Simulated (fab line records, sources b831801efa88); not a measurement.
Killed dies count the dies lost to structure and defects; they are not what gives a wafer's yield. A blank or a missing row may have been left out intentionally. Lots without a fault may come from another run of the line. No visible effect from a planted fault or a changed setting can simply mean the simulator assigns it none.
Comparing a struck lot with a sound one | flow sfqLine | 37 out of 325 route steps
Sound: these wafers, L402.2, L402.4, L402.5. Struck: wafers L395.2, L395.6 (left out: L395.5, a lot-mate that was not struck); the cause follows at the end.
Each step with rows lists, per side, the tool, then ch with its chambers, then its first start. Under that, the readings that differ: sound wafers | struck wafers | difference of the means | sigmas: that difference in standard deviations of wafers without a fault.
alike: words and numbers the same on both sides, and readings whose means are apart by under 2 such deviations; not compared: readings that were withheld, readings missing a value for some wafer, numbers with overlapping values and no deviation given by the record, and bounds like >300 which may hide the same value.
The two part at a step that has a row with sigmas, a row that says differs or no value, or rows on one side only. When numbers do not overlap yet have no deviation, they are printed without sigmas and do not part them. A reading missing from all wafers of one side parts the sides only when that side holds two or more wafers.

SFQ_R5_THK_MEAS_934: measures by xrf.
  struck on filmMetro-01, day 54 07:40; sound on filmMetro-01, day 58 05:04
  alike: R5_MONX_THK
then, 6 steps without rows for these wafers: SFQ_TRILAYER_R5_LITHO_COAT_141 (resist thk 62 nm); SFQ_TRILAYER_R5_LITHO_COAT_136 (resist thk 600 nm); SFQ_TRILAYER_R5_LITHO_SOFTBAKE_140; SFQ_TRILAYER_R5_LITHO_EXPOSE_137 (exposes mask R5, target cd 500 nm); SFQ_TRILAYER_R5_LITHO_PEB_139 (peb time 60 s); SFQ_TRILAYER_R5_LITHO_DEVELOP_138 (time 60 s).
-- the record jumps here: 6 days lie between the struck wafers' starts before and after --
SFQ_R5_OVL_MEAS_935:
  struck on overlay-02, day 60 13:35; sound on overlay-02, day 64 00:18
  alike: R5_OVL
SFQ_TRILAYER_R5_BARC_OPEN_METAL_ETCH_177: etches BARC in O2, target depth 125 nm, time 41.7 s.
  sound on rieMetal-03 ch 0,1, day 64 00:20; struck on rieMetal-02 ch 1, day 60 13:37
  alike: drypumpMotorCurrentA, oesProductAu
  not compared: rfHoursCounterH
SFQ_TRILAYER_R5_ETCH_METAL_ETCH_139: etches the open film in Cl2, stops on SiO2, target depth 60 nm, time 40 s.
  sound on rieMetal-03 ch 0,1, day 64 00:23; struck on rieMetal-02 ch 1, day 60 13:40
  alike: drypumpMotorCurrentA, oesProductAu
  not compared: rfHoursCounterH
SFQ_TRILAYER_R5_STRIP_STRIP_140: strips in O2.
  sound on rieMetal-03 ch 0,1, day 64 00:27; struck on rieMetal-02 ch 1, day 60 13:44
  alike: drypumpMotorCurrentA, oesProductAu
  not compared: rfHoursCounterH
then, 1 step without rows for these wafers: SFQ_TRILAYER_R5_STRIP_SOLV_CLEAN_141 (cleans in NMP, time 600 s).
SFQ_TRILAYER_A5C_DEP_PECVD_142: deposits SiO2 from SiH4/N2O, time 15.556 s, target thk 70 nm.
  sound on pecvd-01 ch 0,1,2, day 64 01:14; struck on pecvd-02 ch 1,2, day 60 14:31
reading                                             | sound             | struck      | difference | sigmas
model.SiO2_of_TRILAYER_A5C_DEP_PECVD_142.thkNm (nm) | 70.39 72.61 72.19 | 80.33 81.21 | +9.04      | 
  alike: heaterPowerW, throttleValvePct
then, 6 steps without rows for these wafers: SFQ_TRILAYER_I5_LITHO_COAT_149 (resist thk 62 nm); SFQ_TRILAYER_I5_LITHO_COAT_144 (resist thk 650 nm); SFQ_TRILAYER_I5_LITHO_SOFTBAKE_148; SFQ_TRILAYER_I5_LITHO_EXPOSE_145 (exposes mask I5, target cd 700 nm); SFQ_TRILAYER_I5_LITHO_PEB_147 (peb time 60 s); SFQ_TRILAYER_I5_LITHO_DEVELOP_146 (time 60 s).
-- the record jumps here: 5 days lie between the struck wafers' starts before and after --
SFQ_I5_OVL_MEAS_936:
  struck on overlay-02, day 65 23:21; sound on overlay-01, day 69 03:48
  alike: I5_OVL
SFQ_TRILAYER_I5_BARC_OPEN_VIA_ETCH_200: etches BARC in O2, target depth 125 nm, time 41.7 s.
  sound on rieDiel-04 ch 0,3, day 69 03:50; struck on rieDiel-02 ch 1,3, day 65 23:23
  alike: drypumpMotorCurrentA, oesProductAu
  not compared: rfHoursCounterH
SFQ_TRILAYER_I5_ETCH_VIA_ETCH_147: etches the open film in CHF3, stops on Nb, target depth 360 nm.
  sound on rieDiel-04 ch 0,3, day 69 03:52; struck on rieDiel-02 ch 1,3, day 65 23:25
reading             | sound             | struck      | difference | sigmas
oesProductAu (a.u.) | 0.979 0.979 0.980 | 0.993 0.992 | +0.013     | +2
  alike: drypumpMotorCurrentA
then, 8 steps without rows for these wafers: SFQ_TRILAYER_I5_STRIP_STRIP_148 (strips in O2); SFQ_TRILAYER_I5_STRIP_SOLV_CLEAN_149 (cleans in NMP, time 600 s); SFQ_TRILAYER_C5_LITHO_COAT_156 (resist thk 62 nm); SFQ_TRILAYER_C5_LITHO_COAT_151 (resist thk 650 nm); SFQ_TRILAYER_C5_LITHO_SOFTBAKE_155; SFQ_TRILAYER_C5_LITHO_EXPOSE_152 (exposes mask C5, target cd 500 nm); SFQ_TRILAYER_C5_LITHO_PEB_154 (peb time 60 s); SFQ_TRILAYER_C5_LITHO_DEVELOP_153 (time 60 s).
-- the record jumps here: 5 days lie between the struck wafers' starts before and after --
SFQ_C5_OVL_MEAS_937:
  struck on overlay-01, day 71 03:35; sound on overlay-02, day 73 03:21
  alike: C5_OVL
then, 1 step without rows for these wafers: SFQ_TRILAYER_C5_BARC_OPEN_VIA_ETCH_210 (etches BARC in O2, target depth 125 nm, time 41.7 s).
SFQ_TRILAYER_C5_ETCH_VIA_ETCH_154: etches SiO2 in CHF3, stops on Nb, target depth 84 nm.
  sound on rieDiel-03 ch 0,2,3, day 73 03:25; struck on rieDiel-04 ch 1, day 71 03:39
reading                      | sound             | struck      | difference | sigmas
drypumpMotorCurrentA (A)     | 6.4 6.1 5.8       | 4.8 4.9     | -1.2       | -2
oesProductAu (a.u.)          | 0.900 0.913 0.910 | 0.971 0.973 | +0.064     | +9
model.etch.depthNm (nm)      | 70.39 72.61 72.19 | 80.33 81.21 | +9.04      | 
model.C5.featureDepthNm (nm) | 70.39 72.61 72.19 | 80.33 81.21 | +9.04      | 
then, 2 steps without rows for these wafers: SFQ_TRILAYER_C5_STRIP_STRIP_155 (strips in O2); SFQ_TRILAYER_C5_STRIP_SOLV_CLEAN_156 (cleans in NMP, time 600 s).
SFQ_TRILAYER_M6_DEP_PRE_CLEAN_158: time 22.5 s.
  struck on pvdSputter-05, day 71 04:28; sound on pvdSputter-04, day 73 04:16
reading                                             | sound             | struck      | difference | sigmas
model.SiO2_of_TRILAYER_A5C_DEP_PECVD_142.thkNm (nm) | 62.89 65.11 64.69 | 72.83 73.71 | +9.04      | 
then, 1 step without rows for these wafers: SFQ_TRILAYER_M6_DEP_SPUTTER_157 (material Nb, target thk 200 nm, time 133.3 s).

## WHERE THEY PART
Last at SFQ_TRILAYER_C5_ETCH_VIA_ETCH_154 as far as this record goes, first at SFQ_TRILAYER_I5_ETCH_VIA_ETCH_147.

WHY: what had been put in by the simulator
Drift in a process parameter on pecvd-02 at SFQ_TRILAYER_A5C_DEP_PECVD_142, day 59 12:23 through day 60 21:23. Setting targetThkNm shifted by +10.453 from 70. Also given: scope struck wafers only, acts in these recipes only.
